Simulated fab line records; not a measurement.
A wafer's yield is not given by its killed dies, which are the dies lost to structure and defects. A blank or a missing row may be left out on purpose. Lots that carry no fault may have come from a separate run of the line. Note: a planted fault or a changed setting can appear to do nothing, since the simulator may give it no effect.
Matching of chambers | flow sky130 | 4 sister chambers for SKY_CONTACT_CMP_27 on cmp-01
The step polishes, stops on SiO2, t overpolish 15 s, target thk 0 nm. 4 wafers are shown with their chamber, then 12 later ones without.

WAFERS WITH THEIR CHAMBER
wafer  | chamber | time-to-endpoint-s (s)
L085.6 | 0       | 82.0
L089.2 | 3       | 82.0
L089.3 | 1       | 80.7
L089.5 | 2       | 84.7

WAFERS WITH NO CHAMBER GIVEN
wafer  | time-to-endpoint-s (s)
L091.1 | 88.3
L091.3 | 88.2
L091.6 | 86.1
L093.2 | 85.5
L093.4 | 83.7
L093.6 | 81.9
L095.2 | 84.3
L095.5 | 82.0
L095.6 | 81.2
L097.2 | 79.8
L097.4 | 81.7
L097.5 | 80.7

EACH ONE'S CHAMBER
wafer  | from the rows above               | in truth
L091.1 | can't be placed: 2 or 0 or 3      | 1
L091.3 | can't be placed: 2 or 0 or 3      | 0
L091.6 | can't be placed: 2 or 0 or 3      | 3
L093.2 | can't be placed: 2 or 0 or 3      | 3
L093.4 | can't be placed: 2 or 0 or 3 or 1 | 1
L093.6 | can't be placed: 0 or 3 or 1 or 2 | 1
L095.2 | can't be placed: 2 or 0 or 3      | 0
L095.5 | can't be placed: 0 or 3 or 1 or 2 | 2
L095.6 | can't be placed: 1 or 0 or 3 or 2 | 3
L097.2 | can't be placed: 1 or 0 or 3      | 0
L097.4 | can't be placed: 0 or 3 or 1 or 2 | 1
L097.5 | can't be placed: 1 or 0 or 3      | 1
0 of 12 placed correctly. From these rows, 12 cannot be placed; in 11 the true chamber is one of the candidates. Placed wrongly: 0.
How it was worked out, from the rows above alone: a wafer's distance from a chamber is the root of the sum, over the readings, of the square of ((its reading less the chamber's mean) divided by the reading's scatter). If the next closest chamber is less than 2 further off than the closest, the wafer can't be placed; otherwise it belongs to the closest. The mean given for a chamber averages the wafers shown for that chamber. The scatter: with one shown wafer a chamber, the root of the mean of the squares of how far each hidden wafer lies from its nearest shown one.
